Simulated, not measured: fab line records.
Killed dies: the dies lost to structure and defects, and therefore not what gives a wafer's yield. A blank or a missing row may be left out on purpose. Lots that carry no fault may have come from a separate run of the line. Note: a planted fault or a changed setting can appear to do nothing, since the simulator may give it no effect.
fab line records + flow sfq-line
record
- lots=6
- wafers=18
- last-day=88
route steps=325 shown I1@81 M2@88
lots with no fault: from the same line, run without faults
start-h: hours from the record's first day to the start of the lot's first wafer shown + wait-h: hours from the lot's prior step to this one + " the same as in the row above + L1.1+2: a single row standing in for several wafers + - no value present, or no start provided + * or withheld: withheld + < > ~ a bound
route shown NAME@n: names a module that has steps shown in the file, with the first one's number in the route + usual: the fault-free wafers' mean and standard deviation + same: alike in all rows + chamber/n: place in a boat + sites: the reading at each site + _std_site: standard deviation of those values + _edge_site: mean of outer sites minus mean of inner sites + radius-mm: how far each site lies from the wafer's centre + mask NAME#n: copy n + behind: tool/chamber where the wafer was last shaped + hold: why the lot went on hold/how many hours it stayed there/how the hold came to an end + device: which transistor (n, p or np) failed to switch + end of line: tests of these same wafers at the route's end + step lacking rows: just its recipe + killed: count of dies lost to structure and defects at first sort (not the wafer's yield) + map: a wafer's dies, x killed, . not, _ none there
set.NAME: the run value of the setting; set.NAME@STEP: its run value at that earlier step + model.NAME: the simulator's own value behind a step, which no gauge read
lots at some steps of the route; a table a step, a row a wafer
services: from which hour (start-h, from the record's first day; less than 0 if before it) a tool's chamber was out of use, for how many hours, and why
## steps
# step SFQ_TRILAYER_I1_VIA_LITHO_PEB_052
# recipe
- peb-temp-c=115
- peb-time-s=60
- resist=KrF
# step SFQ_TRILAYER_I1_VIA_LITHO_DEVELOP_051
# recipe
- time-s=60
- resist=KrF
# step SFQ_I1_OVL_MEAS_913
# usual
- I1_OVL=-3/4.6
| lot.wafer | tool       | chamber | start-h | wait-h | I1_OVL[nm] |
|-----------|------------|---------|---------|--------|------------|
| L109.2    | overlay-01 | -       | 372.62  | 0.1    | 4          |
| L109.3    | "          | -       | "       | "      | 0          |
| L109.5    | "          | -       | "       | "      | -4         |
| L112.2    | overlay-02 | -       | 405.02  | 0.1    | -10        |
| L112.5    | "          | -       | "       | "      | -1         |
| L112.6    | "          | -       | "       | "      | 3          |
| L113.3    | overlay-02 | -       | 421.01  | 0.1    | 1          |
| L113.5    | "          | -       | "       | "      | -3         |
| L113.6    | "          | -       | "       | "      | -14        |
| L114.1    | overlay-01 | -       | 425.80  | 0.1    | -4         |
| L114.2    | "          | -       | "       | "      | -3         |
| L114.3    | "          | -       | "       | "      | 4          |
| L126.3    | overlay-02 | -       | 543.84  | 0.1    | -4         |
| L126.4    | "          | -       | "       | "      | 3          |
| L126.6    | "          | -       | "       | "      | 2          |
| L128.2    | overlay-01 | -       | 563.81  | 0.1    | -11        |
| L128.4    | "          | -       | "       | "      | -6         |
| L128.5    | "          | -       | "       | "      | 0          |
# step SFQ_TRILAYER_I1_VIA_BARC_OPEN_VIA_ETCH_071
# recipe
- mask-material=PR
- chemistry=O2
- target-depth-nm=125
- target=BARC
- source-w=500
- bias-w=80
- pressure-mtorr=30
- time-s=41.7
# usual
- drypump-motor-current-A=5.8/0.49
- oes-product-au=0.685/0.0048
- rf-fwd-power-W=495.2/2.1
| lot.wafer | tool        | chamber | start-h | wait-h | drypump-motor-current-A | oes-product-au | rf-fwd-power-W | rf-hours-counter-h |
|-----------|-------------|---------|---------|--------|-------------------------|----------------|----------------|--------------------|
| L109.2    | rie-diel-03 | 0       | 372.65  | 0.0    | 4.9                     | 0.685          | 491.6          | 2                  |
| L109.3    | "           | 2       | "       | "      | 5.0                     | 0.687          | 494.4          | 67                 |
| L109.5    | "           | 3       | "       | "      | 6.0                     | 0.683          | 493.5          | -                  |
| L112.2    | rie-diel-02 | 1       | 405.05  | 0.0    | 6.3                     | 0.686          | 496.5          | 84                 |
| L112.5    | "           | 1       | "       | "      | 6.3                     | 0.683          | 495.1          | -                  |
| L112.6    | "           | 0       | "       | "      | 6.1                     | 0.687          | 497.7          | -                  |
| L113.3    | rie-diel-03 | 2       | 421.03  | 0.0    | 5.0                     | 0.679          | 495.9          | 68                 |
| L113.5    | "           | 3       | "       | "      | 6.1                     | 0.686          | 495.4          | -                  |
| L113.6    | "           | 2       | "       | "      | 5.0                     | 0.681          | 493.9          | -                  |
| L114.1    | rie-diel-03 | 2       | 425.83  | 0.0    | 4.9                     | 0.682          | 494.7          | 68                 |
| L114.2    | "           | 0       | "       | "      | 4.9                     | 0.686          | 491.1          | 3                  |
| L114.3    | "           | 3       | "       | "      | 6.0                     | 0.683          | 494.1          | 67                 |
| L126.3    | rie-diel-01 | 1       | 543.87  | 0.0    | 4.8                     | 0.679          | 493.2          | 26                 |
| L126.4    | "           | 0       | "       | "      | 6.0                     | 0.670          | 496.6          | 57                 |
| L126.6    | "           | 2       | "       | "      | 5.8                     | 0.678          | 491.2          | -                  |
| L128.2    | rie-diel-03 | 0       | 563.84  | 0.0    | 4.9                     | 0.679          | 494.6          | 5                  |
| L128.4    | "           | 3       | "       | "      | 6.1                     | 0.691          | 494.6          | 70                 |
| L128.5    | "           | 2       | "       | "      | 5.0                     | 0.689          | 495.5          | -                  |
# step SFQ_TRILAYER_I1_VIA_ETCH_VIA_ETCH_052
# recipe
- target=SiO2
- stop-on=Nb
- mask-material=PR
- taper-deg=20
- chemistry=CHF3
- target-depth-nm=260
- source-w=500
- bias-w=80
- pressure-mtorr=30
- time-s=withheld
# usual
- drypump-motor-current-A=5.8/0.49
- oes-product-au=0.854/0.0053
- rf-fwd-power-W=498.4/1.5
| lot.wafer | tool        | chamber | start-h | wait-h | drypump-motor-current-A | oes-product-au | rf-fwd-power-W |
|-----------|-------------|---------|---------|--------|-------------------------|----------------|----------------|
| L109.2    | rie-diel-03 | 0       | 372.69  | 0.0    | 4.9                     | 0.863          | 499.2          |
| L109.3    | "           | 2       | "       | "      | 5.0                     | 0.861          | 499.2          |
| L109.5    | "           | 3       | "       | "      | 6.0                     | 0.853          | 498.1          |
| L112.2    | rie-diel-02 | 1       | 405.09  | 0.0    | 6.3                     | 0.847          | 500.9          |
| L112.5    | "           | 1       | "       | "      | 6.3                     | 0.854          | 501.9          |
| L112.6    | "           | 0       | "       | "      | 6.1                     | 0.856          | 498.6          |
| L113.3    | rie-diel-03 | 2       | 421.07  | 0.0    | 5.0                     | 0.852          | 496.6          |
| L113.5    | "           | 3       | "       | "      | 6.1                     | 0.857          | 498.1          |
| L113.6    | "           | 2       | "       | "      | 5.0                     | 0.856          | 496.6          |
| L114.1    | rie-diel-03 | 2       | 425.87  | 0.0    | 5.0                     | 0.850          | 496.6          |
| L114.2    | "           | 0       | "       | "      | 4.9                     | 0.853          | 497.3          |
| L114.3    | "           | 3       | "       | "      | 6.1                     | 0.849          | 499.4          |
| L126.3    | rie-diel-01 | 1       | 543.91  | 0.0    | 4.8                     | 0.852          | 497.4          |
| L126.4    | "           | 0       | "       | "      | 6.0                     | 0.858          | 499.7          |
| L126.6    | "           | 2       | "       | "      | 5.8                     | 0.856          | 494.3          |
| L128.2    | rie-diel-03 | 0       | 563.88  | 0.0    | 4.9                     | 0.865          | 498.6          |
| L128.4    | "           | 3       | "       | "      | 6.1                     | 0.859          | 497.6          |
| L128.5    | "           | 2       | "       | "      | 5.0                     | 0.856          | 498.3          |
# step SFQ_TRILAYER_I1_VIA_STRIP_STRIP_053
# recipe
- gas=O2
- power-w=200
- platen-temp-c=40
- overash-fraction=0.65
- chemistry=O2
- pressure-mtorr=50
# usual
- drypump-motor-current-A=5.50/0.29
- oes-product-au=1.003/0.0089
- platen-temp-c=39.99/0.096
| lot.wafer | tool         | chamber | start-h | wait-h | drypump-motor-current-A | oes-product-au | platen-temp-c | rf-hours-counter-h |
|-----------|--------------|---------|---------|--------|-------------------------|----------------|---------------|--------------------|
| L109.2    | rie-metal-03 | 0       | 372.81  | -      | 5.15                    | 1.014          | 40.06         | 144                |
| L109.3    | "            | 1       | "       | "      | 5.83                    | 1.002          | 39.98         | -                  |
| L109.5    | "            | 1       | "       | "      | 5.79                    | 1.011          | 40.03         | -                  |
| L112.2    | rie-metal-01 | 1       | 405.21  | -      | 5.58                    | 1.020          | 39.84         | 83                 |
| L112.5    | "            | 0       | "       | "      | 5.42                    | 1.006          | 39.94         | -                  |
| L112.6    | "            | 1       | "       | "      | 5.51                    | 1.008          | 39.92         | -                  |
| L113.3    | rie-metal-03 | 1       | 421.39  | -      | 5.80                    | 0.997          | 39.95         | -                  |
| L113.5    | "            | 0       | "       | "      | 5.15                    | 1.011          | 40.02         | -                  |
| L113.6    | "            | 1       | "       | "      | 5.80                    | 0.991          | 39.90         | -                  |
| L114.1    | rie-metal-02 | 0       | 425.99  | -      | 5.21                    | 0.996          | 39.97         | 110                |
| L114.2    | "            | 1       | "       | "      | 5.82                    | 1.002          | 39.98         | 100                |
| L114.3    | "            | 1       | "       | "      | 5.83                    | 1.003          | 40.07         | -                  |
| L126.3    | rie-metal-02 | 1       | 544.22  | -      | 5.82                    | 0.999          | 39.95         | -                  |
| L126.4    | "            | 0       | "       | "      | 5.22                    | 0.979          | 40.17         | -                  |
| L126.6    | "            | 0       | "       | "      | 5.22                    | 0.981          | 40.15         | -                  |
| L128.2    | rie-metal-02 | 0       | 563.99  | -      | 5.23                    | 0.999          | 39.90         | 132                |
| L128.4    | "            | 0       | "       | "      | 5.22                    | 0.983          | 40.02         | -                  |
| L128.5    | "            | 0       | "       | "      | 5.22                    | 0.995          | 40.10         | -                  |
# step SFQ_TRILAYER_I1_VIA_STRIP_SOLV_CLEAN_054
# recipe
- chemistry=NMP
- temp-c=70
- time-s=600
# step SFQ_TRILAYER_M2_DEP_PRE_CLEAN_056
# recipe
- gas=Ar
- time-s=22.5
- bias-v=250
# step SFQ_TRILAYER_M2_DEP_SPUTTER_055
# recipe
- material=Nb
- base-pressure-pa=1.33e-06
- chamber-pressure-pa=0.1333
- substrate-temp-c=20
- resputter-cathode-voltage-v=400
- target-thk-nm=200
- power-w=2000
- time-s=133.3
# step SFQ_M2_RS_MEAS_914
# recipe
- thk-meas-gauge=four-point-probe
- reads=Nb_of_TRILAYER_M2_DEP_SPUTTER_055
# usual
- M2_NB_RS=0.888/0.01
| lot.wafer | tool          | chamber | start-h | wait-h | M2_NB_RS[ohm/sq] |
|-----------|---------------|---------|---------|--------|------------------|
| L109.2    | film-metro-03 | -       | 373.74  | 0.1    | 0.895            |
| L109.3    | "             | -       | "       | "      | 0.890            |
| L109.5    | "             | -       | "       | "      | 0.880            |
| L112.2    | film-metro-03 | -       | 406.32  | 0.1    | 0.900            |
| L112.5    | "             | -       | "       | "      | 0.904            |
| L112.6    | "             | -       | "       | "      | 0.889            |
| L113.3    | film-metro-01 | -       | 422.12  | 0.1    | 0.884            |
| L113.5    | "             | -       | "       | "      | 0.891            |
| L113.6    | "             | -       | "       | "      | 0.879            |
| L114.1    | film-metro-04 | -       | 427.09  | 0.0    | 0.882            |
| L114.2    | "             | -       | "       | "      | 0.889            |
| L114.3    | "             | -       | "       | "      | 0.885            |
| L126.3    | film-metro-03 | -       | 544.95  | 0.1    | 0.891            |
| L126.4    | "             | -       | "       | "      | 0.884            |
| L126.6    | "             | -       | "       | "      | 0.884            |
| L128.2    | film-metro-03 | -       | 564.91  | 0.1    | 0.888            |
| L128.4    | "             | -       | "       | "      | 0.896            |
| L128.5    | "             | -       | "       | "      | 0.873            |
# step SFQ_TRILAYER_M2_LITHO_COAT_062
# recipe
- resist=BARC
- spin-rpm=3000
- resist-thk-nm=62
# step SFQ_TRILAYER_M2_LITHO_COAT_057
# recipe
- resist=KrF
- spin-rpm=3000
- resist-thk-nm=600
# usual
- exhaust-pa=45.0/0.95
- spin-speed-rpm=3000.4/2.2
| lot.wafer | tool           | chamber | start-h | wait-h | exhaust-pa | spin-speed-rpm | model.KrF_of_TRILAYER_M2_LITHO_COAT_057.thk-nm |
|-----------|----------------|---------|---------|--------|------------|----------------|------------------------------------------------|
| L109.2    | litho-track-04 | 0       | 374.25  | 0.2    | 45.2       | 3001.4         | 598.6                                          |
| L109.3    | "              | 0       | "       | "      | 46.2       | 3003.0         | 598.5                                          |
| L109.5    | "              | 0       | "       | "      | 45.9       | 2997.5         | 601.2                                          |
| L112.2    | litho-track-04 | 0       | 406.95  | 0.2    | 44.2       | 3256.5         | 576.3                                          |
| L112.5    | "              | 0       | "       | "      | 44.1       | 3251.8         | 577                                            |
| L112.6    | "              | 0       | "       | "      | 45.2       | 3253.0         | 576.6                                          |
| L113.3    | litho-track-01 | 0       | 422.66  | 0.2    | 42.8       | 2996.9         | 599.6                                          |
| L113.5    | "              | 0       | "       | "      | 45.2       | 2998.1         | 599.1                                          |
| L113.6    | "              | 0       | "       | "      | 45.1       | 2997.7         | 598.1                                          |
| L114.1    | litho-track-04 | 0       | 427.57  | 0.2    | 42.8       | 3250.5         | 573.9                                          |
| L114.2    | "              | 0       | "       | "      | 43.4       | 3249.9         | 571.7                                          |
| L114.3    | "              | 0       | "       | "      | 44.2       | 3246.5         | 572.7                                          |
| L126.3    | litho-track-01 | 0       | 545.49  | 0.2    | 44.0       | 3001.8         | 600.8                                          |
| L126.4    | "              | 0       | "       | "      | 45.9       | 3001.0         | 597.5                                          |
| L126.6    | "              | 0       | "       | "      | 44.2       | 3000.0         | 599                                            |
| L128.2    | litho-track-04 | 0       | 565.42  | 0.2    | 46.1       | 3000.9         | 599.5                                          |
| L128.4    | "              | 0       | "       | "      | 46.1       | 2998.5         | 599                                            |
| L128.5    | "              | 0       | "       | "      | 46.3       | 3000.4         | 599                                            |
# step SFQ_TRILAYER_M2_LITHO_SOFTBAKE_061
# recipe
- temp-c=withheld
- time-s=withheld
- resist=KrF
# step SFQ_TRILAYER_M2_LITHO_EXPOSE_058
# recipe
- mask-id=M2
- na=0.6
- source-shape=conventional
- sigma-outer=0.65
- target-cd-nm=500
- dose-mj=14.4
# step SFQ_TRILAYER_M2_LITHO_PEB_060
# recipe
- peb-temp-c=115
- peb-time-s=60
- resist=KrF
# step SFQ_TRILAYER_M2_LITHO_DEVELOP_059
# recipe
- time-s=60
- resist=KrF
# step SFQ_M2_OVL_MEAS_916
# usual
- M2_OVL=1/4.6
| lot.wafer | tool       | chamber | start-h | wait-h | M2_OVL[nm] |
|-----------|------------|---------|---------|--------|------------|
| L109.2    | overlay-02 | -       | 391.82  | 0.1    | -3         |
| L109.3    | "          | -       | "       | "      | -4         |
| L109.5    | "          | -       | "       | "      | 6          |
| L112.2    | overlay-02 | -       | 423.40  | 0.1    | 7          |
| L112.5    | "          | -       | "       | "      | -1         |
| L112.6    | "          | -       | "       | "      | 1          |
| L113.3    | overlay-01 | -       | 435.41  | 0.1    | -5         |
| L113.5    | "          | -       | "       | "      | 4          |
| L113.6    | "          | -       | "       | "      | 2          |
| L114.1    | overlay-01 | -       | 442.60  | 0.1    | 0          |
| L114.2    | "          | -       | "       | "      | -1         |
| L114.3    | "          | -       | "       | "      | 8          |
| L126.3    | overlay-02 | -       | 580.62  | 0.1    | -2         |
| L126.4    | "          | -       | "       | "      | 7          |
| L126.6    | "          | -       | "       | "      | -3         |
| L128.2    | overlay-02 | -       | 597.41  | 0.1    | 2          |
| L128.4    | "          | -       | "       | "      | 5          |
| L128.5    | "          | -       | "       | "      | 8          |
# step SFQ_TRILAYER_M2_BARC_OPEN_METAL_ETCH_077
# recipe
- mask-material=PR
- chemistry=O2
- target-depth-nm=125
- target=BARC
- icp-w=600
- bias-w=80
- pressure-mtorr=10
- time-s=41.7
# usual
- drypump-motor-current-A=5.53/0.21
- oes-product-au=0.685/0.0044
- rf-fwd-power-W=594/3.1
| lot.wafer | tool         | chamber | start-h | wait-h | drypump-motor-current-A | oes-product-au | rf-fwd-power-W | rf-hours-counter-h |
|-----------|--------------|---------|---------|--------|-------------------------|----------------|----------------|--------------------|
| L109.2    | rie-metal-02 | 1       | 391.85  | 0.0    | 5.83                    | 0.688          | 594            | 93                 |
| L109.3    | "            | 0       | "       | "      | 5.21                    | 0.681          | 591            | -                  |
| L109.5    | "            | 0       | "       | "      | 5.21                    | 0.686          | 591            | -                  |
| L112.2    | rie-metal-02 | 0       | 423.43  | 0.0    | 5.20                    | 0.687          | 589            | 110                |
| L112.5    | "            | 1       | "       | "      | 5.81                    | 0.682          | 594            | -                  |
| L112.6    | "            | 0       | "       | "      | 5.21                    | 0.680          | 590            | -                  |
| L113.3    | rie-metal-02 | 1       | 435.45  | 0.0    | 5.82                    | 0.690          | 596            | -                  |
| L113.5    | "            | 0       | "       | "      | 5.22                    | 0.679          | 589            | -                  |
| L113.6    | "            | 1       | "       | "      | 5.82                    | 0.689          | 595            | -                  |
| L114.1    | rie-metal-02 | 0       | 442.63  | 0.0    | 5.19                    | 0.686          | 589            | 113                |
| L114.2    | "            | 1       | "       | "      | 5.80                    | 0.677          | 597            | 103                |
| L114.3    | "            | 1       | "       | "      | 5.82                    | 0.688          | 597            | -                  |
| L126.3    | rie-metal-01 | 1       | 580.66  | 0.0    | 5.57                    | 0.683          | 597            | -                  |
| L126.4    | "            | 0       | "       | "      | 5.42                    | 0.683          | 596            | -                  |
| L126.6    | "            | 0       | "       | "      | 5.40                    | 0.686          | 595            | -                  |
| L128.2    | rie-metal-04 | 0       | 597.44  | 0.0    | 5.57                    | 0.688          | 594            | 43                 |
| L128.4    | "            | 1       | "       | "      | 5.58                    | 0.690          | 592            | -                  |
| L128.5    | "            | 0       | "       | "      | 5.59                    | 0.682          | 595            | -                  |
# step SFQ_TRILAYER_M2_ETCH_METAL_ETCH_060
# recipe
- target=Nb
- stop-on=SiO2
- mask-material=PR
- chemistry=Cl2/Ar
- target-depth-nm=240
- icp-w=600
- bias-w=80
- pressure-mtorr=10
- time-s=120
# usual
- drypump-motor-current-A=5.53/0.21
- oes-product-au=0.894/0.0069
- rf-fwd-power-W=597.2/2.4
| lot.wafer | tool         | chamber | start-h | wait-h | drypump-motor-current-A | oes-product-au | rf-fwd-power-W | rf-hours-counter-h | model.KrF_of_TRILAYER_M2_LITHO_COAT_057.thk-nm |
|-----------|--------------|---------|---------|--------|-------------------------|----------------|----------------|--------------------|------------------------------------------------|
| L109.2    | rie-metal-02 | 1       | 391.91  | 0.0    | 5.82                    | 0.892          | 597.9          | 93                 | 379                                            |
| L109.3    | "            | 0       | "       | "      | 5.22                    | 0.893          | 595.2          | -                  | 380.5                                          |
| L109.5    | "            | 0       | "       | "      | 5.23                    | 0.902          | 593.0          | -                  | 383.1                                          |
| L112.2    | rie-metal-02 | 0       | 423.49  | 0.0    | 5.20                    | 0.884          | 595.2          | 110                | 358.6                                          |
| L112.5    | "            | 1       | "       | "      | 5.83                    | 0.888          | 595.1          | -                  | 360.6                                          |
| L112.6    | "            | 0       | "       | "      | 5.21                    | 0.888          | 593.3          | -                  | 359.6                                          |
| L113.3    | rie-metal-02 | 1       | 435.54  | 0.1    | 5.81                    | 0.904          | 595.7          | -                  | 381.8                                          |
| L113.5    | "            | 0       | "       | "      | 5.20                    | 0.892          | 593.2          | -                  | 380.6                                          |
| L113.6    | "            | 1       | "       | "      | 5.83                    | 0.903          | 597.5          | -                  | 379.7                                          |
| L114.1    | rie-metal-02 | 0       | 442.69  | 0.0    | 5.23                    | 0.895          | 596.1          | 113                | 355.5                                          |
| L114.2    | "            | 1       | "       | "      | 5.82                    | 0.895          | 601.8          | 103                | 352.8                                          |
| L114.3    | "            | 1       | "       | "      | 5.82                    | 0.900          | 598.8          | -                  | 352.8                                          |
| L126.3    | rie-metal-01 | 1       | 580.74  | 0.1    | 5.57                    | 0.897          | 596.3          | -                  | 378.9                                          |
| L126.4    | "            | 0       | "       | "      | 5.42                    | 0.899          | 597.2          | -                  | 380.6                                          |
| L126.6    | "            | 0       | "       | "      | 5.38                    | 0.897          | 595.5          | -                  | 380.6                                          |
| L128.2    | rie-metal-04 | 0       | 597.50  | 0.0    | 5.63                    | 0.891          | 598.6          | 44                 | 381.2                                          |
| L128.4    | "            | 1       | "       | "      | 5.58                    | 0.891          | 597.2          | -                  | 385                                            |
| L128.5    | "            | 0       | "       | "      | 5.56                    | 0.901          | 598.5          | -                  | 380.1                                          |
# step SFQ_TRILAYER_M2_STRIP_STRIP_061
# recipe
- gas=O2
- power-w=200
- platen-temp-c=40
- overash-fraction=0.65
- chemistry=O2
- pressure-mtorr=50
# usual
- drypump-motor-current-A=5.53/0.21
- oes-product-au=0.998/0.01
- platen-temp-c=40.02/0.12
| lot.wafer | tool         | chamber | start-h | wait-h | drypump-motor-current-A | oes-product-au | platen-temp-c | rf-hours-counter-h |
|-----------|--------------|---------|---------|--------|-------------------------|----------------|---------------|--------------------|
| L109.2    | rie-metal-02 | 1       | 392.04  | 0.1    | 5.82                    | 1.016          | 40.20         | 93                 |
| L109.3    | "            | 0       | "       | "      | 5.23                    | 1.010          | 39.87         | -                  |
| L109.5    | "            | 0       | "       | "      | 5.22                    | 1.005          | 40.02         | -                  |
| L112.2    | rie-metal-02 | 0       | 423.62  | 0.1    | 5.24                    | 0.999          | 40.11         | 110                |
| L112.5    | "            | 1       | "       | "      | 5.81                    | 1.014          | 39.98         | -                  |
| L112.6    | "            | 0       | "       | "      | 5.24                    | 0.999          | 39.95         | -                  |
| L113.3    | rie-metal-02 | 1       | 435.82  | 0.2    | 5.84                    | 0.995          | 40.11         | -                  |
| L113.5    | "            | 0       | "       | "      | 5.23                    | 0.992          | 39.94         | -                  |
| L113.6    | "            | 1       | "       | "      | 5.84                    | 1.003          | 39.92         | -                  |
| L114.1    | rie-metal-02 | 0       | 442.82  | 0.1    | 5.22                    | 1.002          | 39.98         | 113                |
| L114.2    | "            | 1       | "       | "      | 5.82                    | 0.999          | 40.00         | 103                |
| L114.3    | "            | 1       | "       | "      | 5.82                    | 1.000          | 39.82         | -                  |
| L126.3    | rie-metal-01 | 1       | 581.03  | 0.2    | 5.58                    | 1.014          | 40.03         | -                  |
| L126.4    | "            | 0       | "       | "      | 5.42                    | 1.001          | 40.07         | -                  |
| L126.6    | "            | 0       | "       | "      | 5.39                    | 0.997          | 40.10         | -                  |
| L128.2    | rie-metal-04 | 0       | 597.63  | 0.1    | 5.59                    | 1.004          | 39.84         | 44                 |
| L128.4    | "            | 1       | "       | "      | 5.56                    | 0.980          | 40.04         | -                  |
| L128.5    | "            | 0       | "       | "      | 5.57                    | 1.004          | 40.01         | -                  |
## services
| tool         | chamber | start-h | hours | kind   |
|--------------|---------|---------|-------|--------|
| rie-metal-04 | -       | 348.70  | 2.5   | repair |
| rie-diel-02  | 3       | 349.75  | 4.4   | repair |
| rie-diel-01  | -       | 354.79  | 15.6  | pm     |
| rie-metal-04 | -       | 363.28  | 0.5   | repair |
| rie-metal-02 | -       | 367.95  | 0.2   | repair |
| rie-diel-03  | 2       | 368.84  | 3.5   | repair |
| rie-metal-04 | 0       | 400.38  | 4.2   | repair |
| rie-diel-03  | -       | 407.92  | 2.8   | pm     |
| rie-diel-03  | 2       | 440.21  | 2.8   | repair |
| rie-metal-02 | -       | 446.38  | 1.4   | pm     |
| rie-metal-04 | -       | 446.86  | 6.7   | repair |
| rie-metal-02 | -       | 477.06  | 2.8   | pm     |
| rie-metal-03 | 1       | 481.93  | 2.7   | repair |
| rie-diel-03  | 3       | 482.19  | 1.2   | repair |
| rie-metal-02 | -       | 492.57  | 2.2   | repair |
| rie-metal-03 | -       | 498.56  | 2.8   | pm     |
| rie-diel-01  | 3       | 504.28  | 3.9   | repair |
| rie-diel-02  | 2       | 511.31  | 18.5  | repair |
| rie-diel-02  | 2       | 534.33  | 9.1   | repair |
| rie-metal-01 | 1       | 549.42  | 3.4   | repair |
| rie-metal-02 | -       | 580.08  | 14.6  | pm     |
| rie-metal-04 | 1       | 580.87  | 3.0   | repair |
| rie-diel-03  | 3       | 583.99  | 4.5   | repair |
| rie-diel-03  | 0       | 586.12  | 3.7   | repair |
## key
first-sign
- step=SFQ_TRILAYER_M2_LITHO_COAT_057
- reading=spin-speed-rpm
- direction=up
- sigmas=99+
- usual=3000.4
- struck=3251.4
effect none on later readings
model-effect
- step=SFQ_TRILAYER_M2_LITHO_COAT_057
- value=KrF_of_TRILAYER_M2_LITHO_COAT_057.thk-nm
- without=598.3
- struck=574.7
model-effect
- step=SFQ_TRILAYER_M2_ETCH_METAL_ETCH_060
- value=KrF_of_TRILAYER_M2_LITHO_COAT_057.thk-nm
- without=380.2
- struck=356.6
met-at SFQ_TRILAYER_M2_LITHO_COAT_057
struck-wafers L112.2,L112.5,L112.6,L114.1,L114.2,L114.3
onset-between 374.25 406.95
fault
- kind=process-parameter-drift
- tool=litho-track-04
- chamber=-
- onset-h=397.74
- steps=SFQ_TRILAYER_M2_LITHO_COAT_057
- channel=spin-rpm
- offset=251.16
- shape=step
- end-h=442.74
- acts-in=these-recipes-only
- stated=3000
